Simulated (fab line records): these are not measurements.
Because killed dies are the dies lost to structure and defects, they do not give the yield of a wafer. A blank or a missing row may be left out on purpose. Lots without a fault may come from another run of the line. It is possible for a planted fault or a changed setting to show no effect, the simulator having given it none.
Which tool is to blame? / flow gf180mcu / 13 lots (39 wafers sampled), 1 step of a 602-step route

== WHAT EACH GAUGE READ, for each wafer ==
GF_V1_CD_MEAS_14: the cd target is 260 nm. Usual: cd-nm at 260.2 nm, with a standard deviation of 1.3.
lot=L803; measured=day 18 10:02; on=cd-sem-02; cd-nm (nm)=258.8 258.5 259.9; flag=
lot=L804; measured=day 18 21:20; on=cd-sem-02; cd-nm (nm)=261.8 262.2 260.2; flag=
lot=L805; measured=day 19 13:23; on=cd-sem-02; cd-nm (nm)=259.9 259.5 260.0; flag=
lot=L806; measured=day 19 19:29; on=cd-sem-01; cd-nm (nm)=259.8 259.7 258.3; flag=
lot=L808; measured=day 20 08:55; on=cd-sem-01; cd-nm (nm)=259.9 259.9 260.6; flag=
lot=L809; measured=day 20 20:01; on=cd-sem-01; cd-nm (nm)=260.1 259.0 260.8; flag=
lot=L811; measured=day 21 11:14; on=cd-sem-02; cd-nm (nm)=258.7 258.7 258.5; flag=
lot=L812; measured=day 21 20:13; on=cd-sem-02; cd-nm (nm)=258.0 256.8 258.6; flag=
lot=L813; measured=day 22 04:01; on=cd-sem-02; cd-nm (nm)=259.7 259.2 259.2; flag=
lot=L814; measured=day 22 10:24; on=cd-sem-02; cd-nm (nm)=260.3 260.8 259.4; flag=
lot=L815; measured=day 22 17:14; on=cd-sem-02; cd-nm (nm)=262.0 261.5 261.6; flag=
lot=L817; measured=day 23 15:50; on=cd-sem-02; cd-nm (nm)=259.8 260.4 260.2; flag=
lot=L823; measured=day 25 13:55; on=cd-sem-02; cd-nm (nm)=261.0 261.4 262.3; flag=

== WHAT TOOL EACH LOT RAN ON (gives the tool, then ch and the chambers of the sampled wafers, and finally the start) ==
No process step before these readings appears in the record.

== WHAT THE TOOLS THEMSELVES READ (means of the sampled wafers that have a number; where no wafer has one, the mark that the record gives instead) ==
The record holds no such reading with a usual standard deviation.

== THE ANSWER, worked out from the rows above alone ==
Rule: a lot is off if the mean of its wafers that have a number lies more than 3 standard deviations from the usual mean. Also off: a lot with no number at a reading for which 4 or more lots have one. Where the step has rows for the other lots, those lots are counted as sound. After the gauges, taken in route order, come the tools' own readings; for these a lot's mean is taken, as printed above. The first step at which some lot is off is used, and at that step the reading that is off furthest; a lot without a number counts as furthest.
Across all readings shown, no lot is off: no conclusion can be drawn from this.

== WHAT HAD BEEN PUT IN BY THE SIMULATOR ==
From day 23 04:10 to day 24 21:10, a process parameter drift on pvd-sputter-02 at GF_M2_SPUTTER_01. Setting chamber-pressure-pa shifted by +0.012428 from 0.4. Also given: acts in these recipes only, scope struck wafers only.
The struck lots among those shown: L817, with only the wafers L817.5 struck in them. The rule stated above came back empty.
